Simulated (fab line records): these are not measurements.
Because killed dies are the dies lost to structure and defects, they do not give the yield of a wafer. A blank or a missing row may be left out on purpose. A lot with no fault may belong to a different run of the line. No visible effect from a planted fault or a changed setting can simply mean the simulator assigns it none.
Split-lot trial | flow sky130 | on a route of 708 steps: 5 lots, 23 wafers read

## ON THE SPLIT
At SKY_LDD_LDN_IMPLANT_11, the setting energy-kev was moved away from the recipe's 15 on 7 of the 23 wafers read, by -5.1% to +5.9%. The other wafers ran this setting at the recipe's value.

The reading comes from the split's own step.

## THE READING
The simulator's own value implant.drp-nm, read by no gauge, in nm at SKY_LDD_LDN_IMPLANT_11. The file gives no usual value for it.

wafer  | tool, chamber at the split | energy-kev as run | against the recipe | implant.drp-nm, nm | against lot-mates on the recipe
L074.1 | implanter-01, 0            | 15                | recipe             | 5.933              | -
L074.2 | implanter-01, 0            | 15                | recipe             | 5.933              | -
L074.3 | implanter-01, 0            | 15                | recipe             | 5.933              | -
L074.4 | implanter-01, 0            | 15                | recipe             | 5.933              | -
L074.6 | implanter-01, 0            | 15                | recipe             | 5.933              | -
L076.2 | implanter-02, 0            | 14.24             | -5.1%              | 5.724              | -0.209
L076.4 | implanter-02, 0            | 14.24             | -5.1%              | 5.724              | -0.209
L076.3 | implanter-02, 0            | 15                | recipe             | 5.933              | -
L076.5 | implanter-02, 0            | 15                | recipe             | 5.933              | -
L076.6 | implanter-02, 0            | 15                | recipe             | 5.933              | -
L078.1 | implanter-03, 0            | 14.26             | -4.9%              | 5.729              | -0.204
L078.2 | implanter-03, 0            | 14.26             | -4.9%              | 5.729              | -0.204
L078.3 | implanter-03, 0            | 14.26             | -4.9%              | 5.729              | -0.204
L078.4 | implanter-03, 0            | 15                | recipe             | 5.933              | -
L078.6 | implanter-03, 0            | 15                | recipe             | 5.933              | -
L080.2 | implanter-01, 0            | 15                | recipe             | 5.933              | -
L080.4 | implanter-01, 0            | 15                | recipe             | 5.933              | -
L080.6 | implanter-01, 0            | 15                | recipe             | 5.933              | -
L084.1 | implanter-03, 0            | 15                | recipe             | 5.933              | -
L084.4 | implanter-03, 0            | 15                | recipe             | 5.933              | -
L084.6 | implanter-03, 0            | 15                | recipe             | 5.933              | -
L084.2 | implanter-03, 0            | 15.89             | +5.9%              | 6.167              | +0.234
L084.3 | implanter-03, 0            | 15.89             | +5.9%              | 6.167              | +0.234

THE FIT
A straight line over all 23 wafers: implant.drp-nm changes by +0.0405 nm for each +1% of energy-kev; r = +1.00; the points scatter about the line by 0.0023 nm.
The same after taking each lot's own level away (the mean of its wafers on the recipe; 23 wafers): +0.0405 nm for each +1%; r = +1.00; scatter 0.0023 nm.
The reading moves by 0.24 nm for the largest change in energy-kev, on that fit.
The lots' own levels span 5.9330 to 5.9330 nm.
Hence the lot-to-lot level has little effect on the slope; both slopes agree.
Check: +0.241 nm against its lot-mates is what the line predicts for one of the wafers moved furthest among these (+5.9%) when that wafer is left out of the fit. It came out at +0.234 nm against them.

## FURTHER SPLITS ON THESE WAFERS
Note: prior to the reading, these wafers also went through further splits. Each is held against what the fit with the lots' levels taken away leaves over:
other split on the same wafers           | wafers away from the commonest value | r with implant.drp-nm (lot level and that fit taken away)
SKY_GATE_OXIDE_DEVELOP_09 develop-time-s | 3                                    | +0.04
SKY_RES_PROTECT_SOFTBAKE_03 temp-c       | 11                                   | +0.12
SKY_RES_PROTECT_DEVELOP_06 dev-temp-c    | 5                                    | +0.21
SKY_POLY_GATE_ETCH_17 time-s             | 12                                   | +0.25
SKY_LDD_N_COAT_02 resist-thk-nm          | 6                                    | +0.09
SKY_LDD_N_DEVELOP_06 dev-temp-c          | 11                                   | -0.23
SKY_LDD_P_DEVELOP_06 develop-time-s      | 9                                    | -0.58

## THE WHOLE CHAIN: every reading that the file lists as answering this split, in the file's order
step                   | what it does | reading                                                         | change (the file's fit)                                                              | r (the file's)
SKY_LDD_LDN_IMPLANT_11 |              | implant.rp-nm (the simulator's own value, which no gauge read)  | not straight: 12.89 at the lowest setting, 12.73 at the recipe, 13.14 at the highest | not given
SKY_LDD_LDN_IMPLANT_11 |              | implant.drp-nm (the simulator's own value, which no gauge read) | +0.0405 nm for each +1% of the setting                                               | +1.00

## FILE'S OWN FIT
implant.drp-nm changes by +0.0405 nm for each +1% of energy-kev, r = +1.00.
